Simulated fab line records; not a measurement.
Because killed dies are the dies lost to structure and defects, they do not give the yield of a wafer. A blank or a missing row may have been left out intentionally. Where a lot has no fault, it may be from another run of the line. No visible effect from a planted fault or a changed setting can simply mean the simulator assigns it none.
Chamber matching / flow gf180mcu / 3 sister chambers for GF_PASSIVATION_CVD_02 on pecvd-03
The step deposits Si3N4, target thk 700 nm, time 486.18 s. 6 wafers are shown with their chamber, then 8 later ones without.

## EACH WAFER AND ITS CHAMBER
wafer=L208.3; chamber=1; heaterPowerW (W)=747; heaterPowerOuterW (W)=430
wafer=L208.5; chamber=2; heaterPowerW (W)=602; heaterPowerOuterW (W)=361
wafer=L210.1; chamber=0; heaterPowerW (W)=762; heaterPowerOuterW (W)=458
wafer=L210.2; chamber=2; heaterPowerW (W)=615; heaterPowerOuterW (W)=378
wafer=L210.6; chamber=1; heaterPowerW (W)=642; heaterPowerOuterW (W)=361
wafer=L218.2; chamber=0; heaterPowerW (W)=712; heaterPowerOuterW (W)=434

## WAFERS WITH NO CHAMBER GIVEN
wafer=L218.3; heaterPowerW (W)=716; heaterPowerOuterW (W)=416
wafer=L218.4; heaterPowerW (W)=752; heaterPowerOuterW (W)=434
wafer=L220.2; heaterPowerW (W)=725; heaterPowerOuterW (W)=449
wafer=L220.4; heaterPowerW (W)=660; heaterPowerOuterW (W)=370
wafer=L220.6; heaterPowerW (W)=763; heaterPowerOuterW (W)=463
wafer=L227.1; heaterPowerW (W)=550; heaterPowerOuterW (W)=325
wafer=L227.4; heaterPowerW (W)=688; heaterPowerOuterW (W)=392
wafer=L227.6; heaterPowerW (W)=625; heaterPowerOuterW (W)=345

## EACH ONE'S CHAMBER
wafer=L218.3; from the rows above=can't be placed: 1 or 0 or 2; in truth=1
wafer=L218.4; from the rows above=can't be placed: 0 or 1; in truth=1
wafer=L220.2; from the rows above=can't be placed: 0 or 1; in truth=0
wafer=L220.4; from the rows above=can't be placed: 2 or 1 or 0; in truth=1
wafer=L220.6; from the rows above=can't be placed: 0 or 1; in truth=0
wafer=L227.1; from the rows above=can't be placed: 2 or 1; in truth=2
wafer=L227.4; from the rows above=can't be placed: 1 or 2 or 0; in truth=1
wafer=L227.6; from the rows above=can't be placed: 2 or 1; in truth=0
Correctly placed: 0 of 8. Can't be placed from these rows: 8 (the true chamber is among the candidates in 7). Placed wrongly: 0.
How it was worked out, from the rows above alone: a wafer's distance from a chamber is the root of the sum, over the readings, of the square of ((its reading less the chamber's mean) divided by the reading's scatter). The wafer belongs to the nearest chamber; if the next one is less than 2 further off, it can't be placed. For every chamber, the mean is computed from those of its wafers that are shown. How the scatter is found: for the shown wafers, subtract from each reading the mean of its chamber, square and add these, divide the total by (wafers less chambers), then take the root.
